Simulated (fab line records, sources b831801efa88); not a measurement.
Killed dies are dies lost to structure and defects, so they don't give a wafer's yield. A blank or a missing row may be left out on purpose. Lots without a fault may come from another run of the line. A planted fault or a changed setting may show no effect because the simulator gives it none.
Tool commonality check | flow sky130 | 12 lots, 45 wafers sampled

WHY IT WAS OPENED
At SKY_PWDE_TW_MEAS_10 the reading PWDE_TW is flagged on 3 of 12 lots. Wafers without a fault read 375.3, standard deviation 1.6.
Rule: a lot is flagged when every wafer of it that has a number lies more than 4 standard deviations from that mean, or none has a number. The other lots count as sound.

lot  | measured    | on            | PWDE_TW, wafer by wafer             | flag
L423 | day 4 01:09 | film_metro-04 | 378.6 376.5 375.7                   |
L424 | day 4 06:21 | film_metro-04 | 375.8 377.0 375.5                   |
L425 | day 4 10:20 | film_metro-04 | 376.5 378.3 375.3                   |
L426 | day 4 12:52 | film_metro-02 | 378.7 376.9 378.1                   |
L427 | day 4 16:45 | film_metro-04 | 377.5 376.8 375.4                   |
L429 | day 5 02:18 | film_metro-04 | 378.7 379.7 377.4                   |
L430 | day 6 01:10 | film_metro-04 | 375.2 375.7 374.8                   |
L433 | day 6 07:55 | film_metro-02 | 374.4 373.5 374.5                   |
L435 | day 7 10:21 | film_metro-04 | 375.8 376.9 376.2                   |
L438 | day 7 18:37 | film_metro-04 | 403.8 402.4 403.2 402.8 401.5 404.5 | FLAGGED
L440 | day 7 23:43 | film_metro-04 | 402.8 401.9 403.5 401.8 404.1 401.1 | FLAGGED
L442 | day 8 05:27 | film_metro-02 | 402.9 401.6 400.8 400.4 400.4 401.4 | FLAGGED
The numbers of the flagged lots are 402.3 on average: +27.0 against the usual, or +17 standard deviations.

WHICH TOOL RAN EACH LOT
The record holds 1 process step before the reading, out of a route of 708 steps. In each cell: the tool, then ch and the chambers that the sampled wafers went through, then the start.
lot  | flag    | SKY_PWDE_IMPLANT_08
L423 |         | implanter-02 ch 0, day 4 00:54
L424 |         | implanter-01 ch 0, day 4 06:06
L425 |         | implanter-02 ch 0, day 4 10:07
L426 |         | implanter-02 ch 0, day 4 12:39
L427 |         | implanter-01 ch 0, day 4 16:30
L429 |         | implanter-02 ch 0, day 5 02:03
L430 |         | implanter-01 ch 0, day 6 00:55
L433 |         | implanter-01 ch 0, day 6 07:40
L435 |         | implanter-01 ch 0, day 7 10:06
L438 | FLAGGED | implanter-01 ch 0, day 7 18:23
L440 | FLAGGED | implanter-01 ch 0, day 7 23:29
L442 | FLAGGED | implanter-01 ch 0, day 8 05:12
What these steps do:
- SKY_PWDE_IMPLANT_08
- SKY_PWDE_TW_MEAS_10

FLAGGED OVER TOTAL, TOOL BY TOOL (the gauges that took the reading come last)
step                | tool          | lots run | flagged | share of the flagged lots | sound lots run after its first flagged lot
SKY_PWDE_IMPLANT_08 | implanter-01  | 8        | 3       | all                       | 0
SKY_PWDE_IMPLANT_08 | implanter-02  | 4        | 0       | none                      | -
SKY_PWDE_TW_MEAS_10 | film_metro-02 | 3        | 1       | some                      | 0
SKY_PWDE_TW_MEAS_10 | film_metro-04 | 9        | 2       | some                      | 0

WHAT THE TABLE ALLOWS
1 row of the table ran every flagged lot: implanter-01 at SKY_PWDE_IMPLANT_08.
- implanter-01 at SKY_PWDE_IMPLANT_08: 3 of its 8 lots flagged. Its last sound lot is L435 (day 7 10:06), its first flagged lot L438 (day 7 18:23): a fault that began between those two fits. Its own readings lie more than 4 standard deviations out on every wafer of the flagged lots: dose_ions_cm2, faraday_current_uA.
One tool is left: implanter-01 at SKY_PWDE_IMPLANT_08.

WHAT THE SIMULATOR HAD PUT IN
Process parameter drift: implanter-01, from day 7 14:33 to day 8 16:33, at SKY_PWDE_IMPLANT_08. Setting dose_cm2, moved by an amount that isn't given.
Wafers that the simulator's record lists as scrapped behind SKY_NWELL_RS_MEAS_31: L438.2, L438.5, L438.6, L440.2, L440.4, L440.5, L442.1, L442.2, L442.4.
Lots struck among those shown: L438, L440, L442. The rule above found the same.
